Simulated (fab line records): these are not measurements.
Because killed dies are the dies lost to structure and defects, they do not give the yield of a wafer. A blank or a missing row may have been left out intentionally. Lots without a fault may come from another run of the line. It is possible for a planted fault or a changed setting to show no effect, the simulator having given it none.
Chamber matching -- flow sky130 -- rieDiel-04 running SKY_VIA3_ETCH_14: 4 sister chambers
The step etches BARC in N2/H2, stops on SiO2, time 45.9 s, target depth 60 nm. 18 wafers are shown with their chamber, then 9 later ones without.

== WAFERS PAIRED WITH THEIR CHAMBERS ==
wafer,chamber,drypumpMotorCurrentA (A),throttleValvePct (%),oesProductAu (a.u.)
L075.4,0,6.7,13.211,0.856
L075.5,3,5.6,13.209,0.849
L075.6,0,6.7,13.215,0.858
L076.3,0,6.7,13.213,0.855
L076.5,2,5.7,13.217,0.854
L076.6,3,5.6,13.212,0.854
L079.1,1,5.6,13.216,0.852
L079.2,3,5.5,13.214,0.857
L079.6,3,5.5,13.220,0.852
L080.1,3,5.6,13.219,0.861
L080.3,1,5.6,13.221,0.854
L080.4,2,5.7,13.239,0.857
L087.1,0,6.7,13.198,0.848
L087.3,2,5.7,13.199,0.847
L087.5,2,5.7,13.226,0.859
L089.1,1,5.6,13.232,0.851
L089.2,3,5.6,13.234,0.855
L089.4,0,6.7,13.226,0.861

SIGNATURES (means of the wafers above)
reading,chamber 0,chamber 1,chamber 2,chamber 3,scatter within a chamber
drypumpMotorCurrentA,6.700,5.600,5.700,5.567,0.0309
throttleValvePct,13.21260,13.22300,13.22025,13.21800,0.0113
oesProductAu,0.85560,0.85233,0.85425,0.85467,0.00436
Rule: for each reading, subtract the chamber's mean from the wafer's reading, divide by that reading's scatter and square the result; add these up over the readings and take the root, which gives the wafer's distance from the chamber. The wafer belongs to the nearest chamber; if the next one is less than 2 further off, it can't be placed. The scatter: the root of (the sum of the squares of (reading less its chamber's mean) over the shown wafers, divided by (wafers less chambers)).

== WAFERS MISSING THEIR CHAMBER ==
wafer,drypumpMotorCurrentA (A),throttleValvePct (%),oesProductAu (a.u.)
L093.1,6.7,13.219,0.857
L093.2,5.7,13.221,0.858
L093.5,6.7,13.216,0.853
L095.1,5.6,13.228,0.860
L095.3,6.7,13.224,0.852
L095.4,5.7,13.221,0.854
L096.1,5.6,13.230,0.863
L096.2,5.6,13.215,0.860
L096.5,5.7,13.230,0.853

== WHICH CHAMBER EACH ONE RAN IN ==
wafer,from the rows above,in truth
L093.1,0,0
L093.2,2,2
L093.5,0,0
L095.1,can't be placed: 1 or 3 or 2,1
L095.3,0,0
L095.4,2,2
L096.1,can't be placed: 3 or 1 or 2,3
L096.2,can't be placed: 3 or 1 or 2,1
L096.5,2,2
Placed correctly: 6 of 9. Can't be placed from these rows: 3 (the true chamber is among the candidates in 3). Number placed wrongly: 0.
